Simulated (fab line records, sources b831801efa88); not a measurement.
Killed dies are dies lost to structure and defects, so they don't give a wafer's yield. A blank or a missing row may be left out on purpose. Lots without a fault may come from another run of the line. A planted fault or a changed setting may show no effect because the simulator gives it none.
A struck lot beside a sound one | flow gf180mcu | 29 steps out of a route of 602
Sound: wafers L869.1, L869.2, L869.4. Struck: wafer L874.4. (L874.3 of the same lot was not struck and is left out.) The cause comes at the end.
At each step with rows: each side's tool, then ch and its chambers, then its first start. Under that, the readings that differ: sound wafers | struck wafers | difference of the means | sigmas: that difference in standard deviations of wafers without a fault.
alike: readings whose means differ by less than 2 such deviations, and words and numbers that are the same on both sides. not compared: withheld readings, readings that some wafer has no value for, bounds like >300 that may hide the same value, and numbers for which the record gives no deviation and whose values overlap.
The two part at a step that has a row with sigmas, a row that says differs or no value, or rows on one side only. Numbers that don't overlap but have no deviation are shown without sigmas and don't part them. A reading that every wafer of one side lacks parts them only if that side has two wafers or more.

first, 5 steps without rows for these wafers: GF_V1_ETCH_17 (etches SiO2 in C4F8/O2/Ar, stops on TiN, target depth 630 nm); GF_V1_STRIP_18 (strips in O2/N2); GF_V1_STRIP_19 (strips in post etch residue remover, time 1200 s); GF_V1_CLEAN_20 (cleans in DIW); GF_V1_SPUTTER_21 (material Ti, target thk 15 nm, time 80.02 s).
GF_V1_SPUTTER_22: material TiN, target thk 10 nm, time 40 s.
  sound on pvd_sputter-01, day 18 04:23; struck on pvd_sputter-01, day 20 04:16
  reading                  | sound             | struck | difference | sigmas
  chamber_pressure_pa (Pa) | 5.013 5.004 5.000 | 4.980  | -0.026     | -3
  alike: throttle_valve_pct
GF_V1_CVD_23: deposits W, target thk 350 nm, time 105.05 s.
  sound on cvd_w-01 ch 0,1, day 18 04:26; struck on cvd_w-02 ch 1, day 20 04:21
  reading              | sound                | struck | difference | sigmas
  susceptor_temp_C (C) | 400.53 399.86 400.25 | 399.73 | -0.48      | -2
  alike: chamber_pressure_Torr, heater_power_w
GF_V1_RS_MEAS_24: measures by four-point-probe.
  sound on film_metro-04, day 18 04:32; struck on film_metro-04, day 20 04:28
  alike: V1_W_RS
GF_V1_THK_MEAS_25: measures by xrf.
  sound on film_metro-04, day 18 04:40; struck on film_metro-04, day 20 04:34
  alike: V1_W_THK
GF_V1_CMP_26: polishes, stops on SiO2, t overpolish 15 s, target thk 0 nm.
  sound on cmp-02 ch 1,2,3, day 18 04:43; struck on cmp-01 ch 3, day 20 04:39
  alike: edge_zone_pressure_frac, motor_current_A, overpolish_run_s, platen_rpm, time_to_endpoint_s
then, 2 steps without rows for these wafers: GF_M2_SPUTTER_00 (material Ti, target thk 37.5 nm, time 150 s); GF_M2_SPUTTER_01 (material TiN, target thk 30 nm, time 25 s).
GF_M2_SPUTTER_02: material AlCu, target thk 450 nm, time 23.9 s.
  sound on pvd_sputter-02, day 18 05:09; struck on pvd_sputter-03, day 20 05:02
  reading                                 | sound                | struck | difference | sigmas
  chamber_pressure_pa (Pa)                | 0.3999 0.4004 0.3988 | 0.4020 | +0.0023    | +3
  model.AlCu_of_M2_SPUTTER_02.thk_nm (nm) | 456 453.9 445.2      | 433.4  | -18.3      |
  alike: throttle_valve_pct
then, 1 step without rows for these wafers: GF_M2_SPUTTER_03 (material Ti, target thk 10 nm, time 6.7 s).
GF_M2_SPUTTER_04: material TiN, target thk 50 nm, time 41.7 s.
  sound on pvd_sputter-02, day 18 05:13; struck on pvd_sputter-03, day 20 05:05
  alike: chamber_pressure_pa, throttle_valve_pct
GF_M2_RS_MEAS_05: measures by four-point-probe.
  sound on film_metro-02, day 18 05:15; struck on film_metro-02, day 20 05:10
  reading             | sound                | struck | difference | sigmas
  M2_ALCU_RS (ohm/sq) | 0.0686 0.0689 0.0702 | 0.0722 | +0.0030    | +3
GF_M2_THK_MEAS_06: measures by xrf.
  sound on film_metro-02, day 18 05:22; struck on film_metro-02, day 20 05:16
  reading          | sound       | struck | difference | sigmas
  M2_ALCU_THK (nm) | 454 451 440 | 430    | -18        | -3
then, 7 steps without rows for these wafers: GF_M2_DEHYDRATE_07 (time 60 s); GF_M2_HMDS_08 (prime time 60 s); GF_M2_COAT_09 (resist thk 1000 nm); GF_M2_SOFTBAKE_10 (time 60 s); GF_M2_EXPOSE_11 (exposes mask Metal2, target cd 280 nm); GF_M2_PEB_12 (peb time 90 s); GF_M2_DEVELOP_13 (develop time 60 s).
GF_M2_CD_MEAS_14: target cd 280 nm.
  sound on cd_sem-01, day 19 04:49; struck on cd_sem-02, day 21 05:26
  alike: cd_nm
GF_M2_OVL_MEAS_15:
  sound on overlay-01, day 19 04:56; struck on overlay-01, day 21 05:32
  alike: M2_OVL
GF_M2_METAL_ETCH_16: etches the open film in Cl2/BCl3, stops on SiO2, target depth 627.5 nm, time 104.6 s.
  sound on rie_metal-04 ch 0,1, day 19 04:58; struck on rie_metal-03 ch 1, day 21 05:35
  reading                        | sound                | struck | difference | sigmas
  oes_product_au (a.u.)          | 0.977 0.969 0.969    | 0.950  | -0.022     | -3
  throttle_valve_pct (%)         | 28.235 28.253 28.261 | 28.271 | +0.021     | +2
  model.M2.feature_depth_nm (nm) | 610.6 607 599.1      | 584.8  | -20.8      |
  model.etch.depth_nm (nm)       | 610.6 607 599.1      | 584.8  | -20.8      |
  alike: drypump_motor_current_A
  not compared: rf_hours_counter_h
GF_M2_STRIP_17: strips in O2/N2.
  sound on plasma_asher-04 ch 0,1, day 19 05:07; struck on plasma_asher-03 ch 0, day 21 05:42
  alike: drypump_motor_current_A, heater_power_w, n2_flow_sccm, oes_product_au, strip_time_to_endpoint_s
  not compared: rf_hours_counter_h
-- the record jumps here: 9 days lie between the struck wafers' starts before and after (it left off in module M2 and takes up again in module PASSIVATION, whose first step shown is number 602 of the route) --
GF_PASSIVATION_PROBE_99:
  sound on prober-02, day 29 02:10; struck on prober-01, day 30 17:31
  reading                      | sound                  | struck  | difference | sigmas
  model.etest.met2.line_ohm_um | 0.2485 0.254 0.2545    | 0.2647  | +0.0124    |
  model.etest.met2.rs_ohm_sq   | 0.07097 0.0704 0.07175 | 0.07431 | +0.00327   |

WHERE THEY PART
First at GF_V1_SPUTTER_22; last, within this record, at GF_M2_METAL_ETCH_16. Later steps at which nothing parts them and some readings are alike: GF_M2_STRIP_17.

WHY: what the simulator had put in
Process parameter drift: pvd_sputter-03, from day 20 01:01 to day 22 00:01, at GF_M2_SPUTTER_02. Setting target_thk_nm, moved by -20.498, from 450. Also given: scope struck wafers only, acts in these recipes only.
